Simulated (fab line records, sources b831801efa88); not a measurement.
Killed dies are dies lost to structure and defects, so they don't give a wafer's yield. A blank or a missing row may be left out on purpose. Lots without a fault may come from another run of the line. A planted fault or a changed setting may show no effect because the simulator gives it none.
Problem report in the 8D (eight disciplines) form, filled by code | flow sky130 | the parts of the form that need people (team, actions taken, sign-off) are left out

1. THE PROBLEM
killed_at_front_end at SKY_PAD_OPEN_PROBE_99 reads a mean of 111 on 9 wafers of 3 lots; wafers without a fault read 15 with a standard deviation of 4. That is +24 standard deviations from the usual mean.
First seen on wafer L286.1, day 47 04:19, on prober-01. The record holds 39 wafers of 13 lots with a number at this step. Rule for "out", or "out of limits": more than 4 standard deviations from the usual mean. The other wafers with a number count as sound.

2. WHAT IT IS AND WHAT IT IS NOT
question                    | is                               | is not
which readings at this step | killed_at_front_end, killed_dies | killed_at_M4_up, killed_at_other, killed_open, killed_short
which lots                  | L286, L289, L290                 | L281, L282, L284, L285, L295, L297, L301, L302, L303, L304
which wafers of those lots  | all that have a number           | -
read on which tools         | prober-01, prober-02             | -
when                        | from day 47 04:19                | up to then (12 sound wafers); but 18 sound wafers of L295, L297, L301, L302, L303, L304 came after

3. SUSPECTS, AND WHAT RULES EACH OUT
Counting: a tool at a process step up to the reading stays a suspect if it ran every lot that is out and no sound lot after the first of them.
- furnace-01 at SKY_SONOS_ONO_OXIDATION_00 (stabilise 600 s, purge 300 s, target thk 2.6 nm): ruled out as a lasting fault. Sound lots L297, L301, L303 ran on it after its first lot that is out, L286 (day 13 02:17).
- rie_diel-02 at SKY_VIA4_ETCH_12 (etches SiO2 in C4F8/O2/Ar, stops on TiN, target depth 580 nm): ruled out as a lasting fault. Sound lots L303 ran on it after its first lot that is out, L286 (day 44 08:15).
Left after counting: nothing in the record.

4. THE CAUSE (what the simulator had put in)
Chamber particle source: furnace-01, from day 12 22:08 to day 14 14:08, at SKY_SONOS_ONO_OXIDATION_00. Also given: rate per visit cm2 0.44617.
Counting ruled it out, wrongly: the rule takes a fault to strike every lot that its tool runs from its start on, and this one did not.

5. THE CHAIN OF EFFECTS, in route order
Each row: a reading whose mean over the struck wafers that have a number lies more than 3 standard deviations from the usual. Only readings for which the record gives a usual standard deviation are gone through. hours: the time from each lot's start at the first step in this table that gives one to its start at this step, as a median over the lots. sigmas: the change in usual standard deviations.
hours | step                  | reading             | usual | on struck wafers | change | sigmas
0     | SKY_PAD_OPEN_PROBE_99 | killed_at_front_end | 15    | 111              | +96    | +24
0     | SKY_PAD_OPEN_PROBE_99 | killed_dies         | 86    | 173              | +87    | +9.5
0     | SKY_PAD_OPEN_PROBE_99 | killed_on_rim       | 17    | 35               | +18    | +4.5
The process steps in it:
- SKY_PAD_OPEN_PROBE_99

6. WHAT WOULD HAVE CAUGHT IT SOONER
In this record the first reading out of limits was taken at day 47 04:19, 822 hours after the fault began at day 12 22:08.
